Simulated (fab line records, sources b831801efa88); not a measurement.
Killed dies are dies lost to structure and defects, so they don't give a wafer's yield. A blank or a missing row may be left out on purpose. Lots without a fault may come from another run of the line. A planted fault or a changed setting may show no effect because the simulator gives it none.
Which tool did it? | flow sky130 | 13 lots, 39 wafers sampled, at 4 steps of a route of 708

WHAT THE GAUGES READ, wafer by wafer
The record holds no reading of a measuring or inspecting step that can be judged against a usual standard deviation.

WHICH TOOL RAN EACH LOT (tool, then ch and the chambers of the sampled wafers, then the start)
lot  | SKY_LDD_N_IMPLANT_12            | SKY_CONTACT_SPUTTER_23       | SKY_CONTACT_CMP_27            | SKY_METAL1_SPUTTER_02
L452 | implanter-03 ch 0, day 17 18:23 | pvd_sputter-04, day 31 14:34 | cmp-01 ch 0,1,3, day 31 15:01 | pvd_sputter-03, day 31 15:16
L455 | implanter-03 ch 0, day 18 15:16 | pvd_sputter-02, day 32 11:10 | cmp-02 ch 1,3, day 32 11:34   | pvd_sputter-03, day 32 11:52
L456 | implanter-03 ch 0, day 19 06:33 | pvd_sputter-02, day 33 01:36 | cmp-02 ch 2,3, day 33 02:00   | pvd_sputter-03, day 33 02:18
L457 | implanter-03 ch 0, day 19 14:01 | pvd_sputter-03, day 33 04:55 | cmp-01 ch 0,1,2, day 33 05:17 | pvd_sputter-01, day 33 05:37
L459 | implanter-01 ch 0, day 20 08:50 | pvd_sputter-03, day 33 23:04 | cmp-02 ch 0,2, day 33 23:25   | pvd_sputter-04, day 33 23:46
L460 | implanter-01 ch 0, day 20 16:34 | pvd_sputter-04, day 34 05:38 | cmp-02 ch 0,1,3, day 34 06:05 | pvd_sputter-03, day 34 06:20
L462 | implanter-01 ch 0, day 21 17:43 | pvd_sputter-02, day 35 04:22 | cmp-01 ch 2,3, day 35 04:47   | pvd_sputter-04, day 35 05:04
L463 | implanter-01 ch 0, day 21 19:53 | pvd_sputter-04, day 35 06:40 | cmp-01 ch 0,2,3, day 35 07:01 | pvd_sputter-03, day 35 07:22
L464 | implanter-03 ch 0, day 22 07:40 | pvd_sputter-03, day 35 16:40 | cmp-02 ch 0,3, day 35 17:02   | pvd_sputter-04, day 35 17:22
L472 | implanter-01 ch 0, day 24 21:11 | pvd_sputter-02, day 37 20:43 | cmp-02 ch 0,1,3, day 37 21:27 | pvd_sputter-01, day 37 21:44
L473 | implanter-01 ch 0, day 25 07:17 | pvd_sputter-02, day 38 07:50 | cmp-02 ch 2,3, day 38 08:11   | pvd_sputter-01, day 38 08:32
L474 | implanter-02 ch 0, day 25 15:10 | pvd_sputter-02, day 38 13:40 | cmp-01 ch 1,2,3, day 38 14:01 | pvd_sputter-04, day 38 14:22
L475 | implanter-02 ch 0, day 25 23:50 | pvd_sputter-04, day 38 20:49 | cmp-02 ch 0,1,2, day 38 21:16 | pvd_sputter-03, day 38 21:31
- SKY_LDD_N_IMPLANT_12
- SKY_CONTACT_SPUTTER_23: material TiN, target thk 20 nm, time 80 s.
- SKY_CONTACT_CMP_27: polishes, stops on SiO2, t overpolish 15 s, target thk 0 nm.
- SKY_METAL1_SPUTTER_02: material AlCu, target thk 250 nm, time 13.3 s.

WHAT THE TOOLS THEMSELVES READ (means of the sampled wafers that have a number; where no wafer has one, the mark that the record gives instead)
SKY_LDD_N_IMPLANT_12.
lot  | tool         | tilt_deg (degrees)
L452 | implanter-03 | 29.999
L455 | implanter-03 | 29.994
L456 | implanter-03 | 29.981
L457 | implanter-03 | 30.012
L459 | implanter-01 | 29.989
L460 | implanter-01 | 29.986
L462 | implanter-01 | 30.019
L463 | implanter-01 | 29.968
L464 | implanter-03 | 29.974
L472 | implanter-01 | -0.009
L473 | implanter-01 | 0.009
L474 | implanter-02 | 29.980
L475 | implanter-02 | 30.007

SKY_CONTACT_SPUTTER_23.
lot  | tool           | throttle_valve_pct (%)
L452 | pvd_sputter-04 | 30.0
L455 | pvd_sputter-02 | 29.5
L456 | pvd_sputter-02 | 29.8
L457 | pvd_sputter-03 | 30.1
L459 | pvd_sputter-03 | 30.1
L460 | pvd_sputter-04 | 29.9
L462 | pvd_sputter-02 | 29.8
L463 | pvd_sputter-04 | 30.3
L464 | pvd_sputter-03 | 30.4
L472 | pvd_sputter-02 | 29.9
L473 | pvd_sputter-02 | 29.4
L474 | pvd_sputter-02 | 29.6
L475 | pvd_sputter-04 | 29.8

SKY_CONTACT_CMP_27.
lot  | tool   | head_pressure_psi (psi) | motor_current_A (A) | overpolish_run_s (s) | time_to_endpoint_s (s)
L452 | cmp-01 | 3.499                   | 10.9                | 14.997               | 81
L455 | cmp-02 | 3.502                   | 10.6                | 14.987               | 85
L456 | cmp-02 | 3.507                   | 11.5                | 14.996               | 82
L457 | cmp-01 | 3.504                   | 10.7                | 14.997               | 83
L459 | cmp-02 | 3.499                   | 12.1                | 15.001               | 82
L460 | cmp-02 | 3.501                   | 11.5                | 15.000               | 85
L462 | cmp-01 | 3.508                   | 11.3                | 14.994               | 80
L463 | cmp-01 | 3.487                   | 11.1                | 15.000               | 81
L464 | cmp-02 | 3.497                   | 11.6                | 15.003               | 85
L472 | cmp-02 | 3.508                   | 11.7                | 15.012               | 82
L473 | cmp-02 | 3.500                   | 11.5                | 15.003               | 81
L474 | cmp-01 | 3.501                   | 11.5                | 15.011               | 84
L475 | cmp-02 | 3.499                   | 11.7                | 15.002               | 76

SKY_METAL1_SPUTTER_02.
lot  | tool           | throttle_valve_pct (%)
L452 | pvd_sputter-03 | 30.0
L455 | pvd_sputter-03 | 30.6
L456 | pvd_sputter-03 | 29.7
L457 | pvd_sputter-01 | 30.9
L459 | pvd_sputter-04 | 30.1
L460 | pvd_sputter-03 | 30.1
L462 | pvd_sputter-04 | 30.4
L463 | pvd_sputter-03 | 30.0
L464 | pvd_sputter-04 | 30.3
L472 | pvd_sputter-01 | 30.6
L473 | pvd_sputter-01 | 31.6
L474 | pvd_sputter-04 | 30.4
L475 | pvd_sputter-03 | 29.4

THE ANSWER, worked out from the rows above alone
Rule: what is usual is taken from the lots themselves. Put in order of their means at a reading, lots are off if they are a third of the lots or fewer, leave a main group of 4 or more, and stand apart from it by a gap of 3 or more times the standard deviation of the main group's means; of several such gaps the widest counts. A main group whose means are all the same, to the digits that the tables above print for the reading, isn't used. A lot without any number at a reading at which 4 lots or more have one is off too. The other lots that the step has rows for count as sound. The gauges are gone through in route order, then the tools' own readings, and for those a lot's mean is taken as printed above. The first step at which some lot is off is used, and at that step the reading that is off furthest; a lot without a number counts as furthest.
Off: L472, L473, at SKY_LDD_N_IMPLANT_12 (tilt_deg). The main group: mean 29.992 degrees, standard deviation 0.015.
A tool fits if, at that step or a process step before it, it ran every lot that is off, and no sound lot after the first of them. One fits: implanter-01 at SKY_LDD_N_IMPLANT_12. Its last sound lot is L463 (day 21 19:53), its first lot that is off L472 (day 24 21:11): a fault that began between those two fits.
The tool's own readings at SKY_LDD_N_IMPLANT_12 bear it out: on the lots that are off they differ by more than 5 times the standard deviation of the sound lots' means. tilt_deg reads 0.000 degrees there against 29.992 degrees on the sound lots.

WHAT THE SIMULATOR HAD PUT IN
Process parameter drift: implanter-01, from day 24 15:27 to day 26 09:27, at SKY_LDD_N_IMPLANT_12. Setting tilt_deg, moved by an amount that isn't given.
Lots struck among those shown: L472, L473. The rule above found the same.
